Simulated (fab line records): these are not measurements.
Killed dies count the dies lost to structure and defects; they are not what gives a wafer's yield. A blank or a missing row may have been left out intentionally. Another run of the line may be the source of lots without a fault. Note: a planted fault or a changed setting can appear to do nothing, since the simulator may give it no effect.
Problem report, 8D (eight disciplines) form, completed by code	flow sky130	the parts of the form that need people (team, actions taken, sign-off) are left out

1. THE ISSUE
Wafers with no fault read 0.4000 Pa with a standard deviation of 0.00077, whereas chamber_pressure_pa at SKY_METAL4_SPUTTER_02 reads a mean of 0.3390 Pa on 1 wafer of 1 lot. Relative to the usual mean, that is a shift of -79 standard deviations.
The step: material AlCu, target thk 735 nm, time 39.1 s.
First observed at day 40 07:43: wafer L599.5, on pvd_sputter-04. At this step, 39 wafers from 13 lots have a number in the record. Rule for "out" (also "out of limits"): further than 4 standard deviations from the usual mean. The rest of the wafers with a number are treated as sound.

2. WHAT IT IS AND WHAT IT IS NOT
question	is	is not
which readings at this step	chamber_pressure_pa	-
which lots	L599	L597, L598, L600, L610, L611, L612, L614, L615, L616, L617, L618, L620
which wafers of those lots	L599.5	L599.1, L599.6
read on which tools	pvd_sputter-04	pvd_sputter-01, pvd_sputter-02
when	from day 40 07:43	up to then (8 sound wafers); but 30 sound wafers of L600, L610, L611, L612, L614, L615, L616, L617, L618, L620 came after

3. SUSPECTS, AND WHAT RULES EACH OUT
Counting: a tool at a process step up to the reading stays a suspect if it ran every lot that is out. Sound lots after the first of them don't rule it out here, since some wafers of a struck lot are sound.
- pvd_sputter-03 at SKY_METAL3_SPUTTER_01 (material TiN, target thk 20 nm, time 16.7 s): kept. The lot that is out, L599, ran on it at day 37 00:16; the last sound lot it ran before that was L597, at day 36 06:35.
- pvd_sputter-04 at SKY_METAL4_SPUTTER_02 (material AlCu, target thk 735 nm, time 39.1 s): kept. The lot that is out, L599, ran on it at day 40 07:43; the last sound lot it ran before that was L598, at day 40 02:05. Its own readings are out on those wafers: chamber_pressure_pa.
Left after counting: pvd_sputter-03 at SKY_METAL3_SPUTTER_01, pvd_sputter-04 at SKY_METAL4_SPUTTER_02.

4. THE CAUSE (what the simulator had put in)
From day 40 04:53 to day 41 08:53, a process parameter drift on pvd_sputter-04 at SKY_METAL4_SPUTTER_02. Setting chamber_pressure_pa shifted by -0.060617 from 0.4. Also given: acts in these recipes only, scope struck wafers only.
After counting, 2 suspects remain, this tool included.

5. THE EFFECT CHAIN, in route order
Each row: a reading where the mean over the struck wafers with a number is more than 3 standard deviations away from the usual. Scope: only readings with a usual standard deviation given in the record; hours: median across lots of the time from each lot's start at the first step in this table that gives one to its start at this step; sigmas: change in usual standard deviations.
hours	step	reading	usual	on struck wafers	change	sigmas
0	SKY_METAL4_SPUTTER_02	chamber_pressure_pa	0.4000 Pa	0.3390	-0.0610	-79
The process steps in it:
- SKY_METAL4_SPUTTER_02: material AlCu, target thk 735 nm, time 39.1 s.

6. HOW IT WOULD HAVE BEEN CAUGHT EARLIER
The fault began at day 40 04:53; the first out-of-limits reading in this record came at day 40 07:43, 3 hours later.
